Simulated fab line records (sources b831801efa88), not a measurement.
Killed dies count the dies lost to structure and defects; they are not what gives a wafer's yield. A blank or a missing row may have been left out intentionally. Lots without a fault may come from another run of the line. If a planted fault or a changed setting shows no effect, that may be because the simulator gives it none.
What tool caused it? | flow gf180mcu | 36 wafers from 12 lots sampled at 4 of the route's 602 steps

== WHAT EACH GAUGE READ, for each wafer ==
GF_V3_THK_MEAS_01.
lot  | measured     | on            | V3_CVD_00_THK (nm)
L075 | day 21 18:02 | film_metro-01 | 603 599 600
L077 | day 22 17:20 | film_metro-01 | 601 605 602
L079 | day 23 06:47 | film_metro-03 | 607 609 611
L081 | day 24 01:07 | film_metro-04 | 594 604 600
L083 | day 24 15:45 | film_metro-04 | 598 593 594
L085 | day 25 12:08 | film_metro-01 | 598 598 600
L087 | day 25 22:03 | film_metro-04 | 603 601 603
L089 | day 26 15:37 | film_metro-04 | 597 598 598
L091 | day 27 06:46 | film_metro-01 | 608 611 602
L093 | day 27 18:29 | film_metro-03 | 597 590 597
L095 | day 28 09:14 | film_metro-04 | 599 600 602
L097 | day 28 21:22 | film_metro-03 | 611 606 608

== WHICH TOOL RAN EACH LOT (tool, then ch and the chambers of the sampled wafers, then the start) ==
lot  | GF_V1_ETCH_16                      | GF_V2_CVD_02                    | GF_V2_STRIP_18
L075 | rie_diel-03 ch 2,3, day 18 10:44   | pecvd-01 ch 0,1,2, day 19 13:39 | plasma_asher-04 ch 0,1, day 20 15:03
L077 | rie_diel-02 ch 1,2,3, day 19 10:44 | pecvd-04 ch 0,2, day 20 14:18   | plasma_asher-04 ch 0,1, day 21 15:09
L079 | rie_diel-02 ch 2,3, day 20 01:37   | pecvd-04 ch 0,2, day 21 04:15   | plasma_asher-02 ch 0,1, day 22 05:08
L081 | rie_diel-04 ch 0,1,2, day 20 21:00 | pecvd-01 ch 0,2, day 21 23:54   | plasma_asher-04 ch 0,1, day 23 00:28
L083 | rie_diel-03 ch 1,3, day 21 14:11   | pecvd-03 ch 0,1,2, day 22 16:22 | plasma_asher-04 ch 0,1, day 23 15:20
L085 | rie_diel-03 ch 2,3, day 22 12:12   | pecvd-03 ch 0,1, day 23 13:12   | plasma_asher-03 ch 0,1, day 24 12:18
L087 | rie_diel-04 ch 1,2,3, day 22 22:39 | pecvd-01 ch 0,1,2, day 23 23:58 | plasma_asher-03 ch 0,1, day 24 22:20
L089 | rie_diel-03 ch 0,1,2, day 23 17:37 | pecvd-03 ch 0,1,2, day 24 18:08 | plasma_asher-04 ch 0,1, day 25 16:50
L091 | rie_diel-04 ch 0,1,3, day 24 09:54 | pecvd-04 ch 1,2, day 25 10:05   | plasma_asher-03 ch 0,1, day 26 08:03
L093 | rie_diel-03 ch 0,1, day 24 22:38   | pecvd-03 ch 0,1,2, day 25 22:09 | plasma_asher-02 ch 0,1, day 26 19:58
L095 | rie_diel-04 ch 0,2,3, day 25 14:42 | pecvd-03 ch 0,1,2, day 26 14:06 | plasma_asher-04 ch 0,1, day 27 11:10
L097 | rie_diel-03 ch 2,3, day 26 03:26   | pecvd-04 ch 1,2, day 27 02:53   | plasma_asher-04 ch 0,1, day 27 23:07
- GF_V1_ETCH_16: etches BARC in N2/H2.
- GF_V2_CVD_02: deposits SiO2 from TEOS, target thk 850 nm, time 94.851 s.
- GF_V2_STRIP_18: strips in O2/N2.

== THE ANSWER, worked out from the rows above alone ==
Rule: the usual values come from the lots themselves. Put in order of their means at a reading, lots are off if they are a third of the lots or fewer, leave a main group of 4 or more, and stand apart from it by a gap of 3 or more times the standard deviation of the main group's means; of several such gaps the widest counts. A main group is skipped when, at the precision printed for the reading in the tables above, its means are all equal. A lot without any number at a reading at which 4 lots or more have one is off too. All remaining lots with rows at the step are treated as sound.
Nothing can be told from this: no lot is off at any reading shown.

== WHAT WAS PUT IN BY THE SIMULATOR ==
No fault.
